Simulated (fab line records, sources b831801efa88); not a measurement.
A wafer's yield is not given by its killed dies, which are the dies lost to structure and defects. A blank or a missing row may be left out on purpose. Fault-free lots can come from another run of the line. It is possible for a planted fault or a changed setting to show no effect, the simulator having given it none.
Code-filled problem report in 8D (eight disciplines) form || flow sfq_line || the parts of the form that need people (team, actions taken, sign-off) are left out

## 1. WHAT IS WRONG
Mean of rf_fwd_power_W at SFQ_TRILAYER_I0_DEP_PECVD_027: 152.8 W across 9 wafers in 3 lots; on wafers with no fault it is 182.2 W (standard deviation 0.62). That is -47 standard deviations from the usual mean.
The step: deposits SiO2 from SiH4/N2O, time 111.11 s, target thk 500 nm.
Seen first at day 15 01:26 on pecvd-02, wafer L491.2. The record holds 45 wafers of 15 lots with a number at this step. Rule for "out", or "out of limits": more than 4 standard deviations from the usual mean. Any other wafer with a number is counted as sound.

## 2. WHAT IT IS, AND WHAT IT ISN'T
{"question": "which readings at this step", "is": "rf_fwd_power_W", "is not": "throttle_valve_pct"}
{"question": "which lots", "is": "L491, L492, L493", "is not": "L480, L484, L485, L486, L487, L488, L497, L499, L500, L501, L502, L503"}
{"question": "which wafers of those lots", "is": "all that have a number", "is not": "-"}
{"question": "read on which tools", "is": "pecvd-02", "is not": "pecvd-01, pecvd-03"}
{"question": "when", "is": "from day 15 01:26", "is not": "up to then (18 sound wafers); but 18 sound wafers of L497, L499, L500, L501, L502, L503 came after"}

## 3. WHAT RULES OUT EACH SUSPECT
Counting: a tool at any process step up to the reading remains a suspect when it ran all the lots that are out and ran no sound lot after the first of those.
- pecvd-02 at SFQ_TRILAYER_I0_DEP_PECVD_027 (deposits SiO2 from SiH4/N2O, time 111.11 s, target thk 500 nm): ruled out as a lasting fault. Sound lots L499, L500, L501 ran on it after its first lot that is out, L491 (day 15 01:26).
Left after counting: nothing in the record.

## 4. THE CAUSE (what the simulator had put in)
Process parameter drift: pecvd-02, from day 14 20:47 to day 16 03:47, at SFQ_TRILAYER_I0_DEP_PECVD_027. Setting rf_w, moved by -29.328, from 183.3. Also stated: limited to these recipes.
Counting ruled it out, wrongly.

## 5. THE CHAIN OF EFFECTS, in route order
Each row: a reading where the mean over the struck wafers with a number is more than 3 standard deviations away from the usual. Only readings for which the record gives a usual standard deviation are gone through. hours: the time from each lot's start at the first step in this table that gives one to its start at this step, as a median over the lots. sigmas: the change in usual standard deviations.
{"hours": 0, "step": "SFQ_TRILAYER_I0_DEP_PECVD_027", "reading": "rf_fwd_power_W", "usual": "182.2 W", "on struck wafers": 152.8, "change": -29.4, "sigmas": -47}
Here are the process steps it includes:
- SFQ_TRILAYER_I0_DEP_PECVD_027: deposits SiO2 from SiH4/N2O, time 111.11 s, target thk 500 nm.
Later steps that measure or inspect, where all struck wafers having a row at the step show a number for every such reading and not one has moved that far: SFQ_M8_RS_MEAS_949.

## 6. WHAT WOULD HAVE CAUGHT IT SOONER
In this record the first reading out of limits was taken at day 15 01:26, 5 hours after the fault began at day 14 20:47.
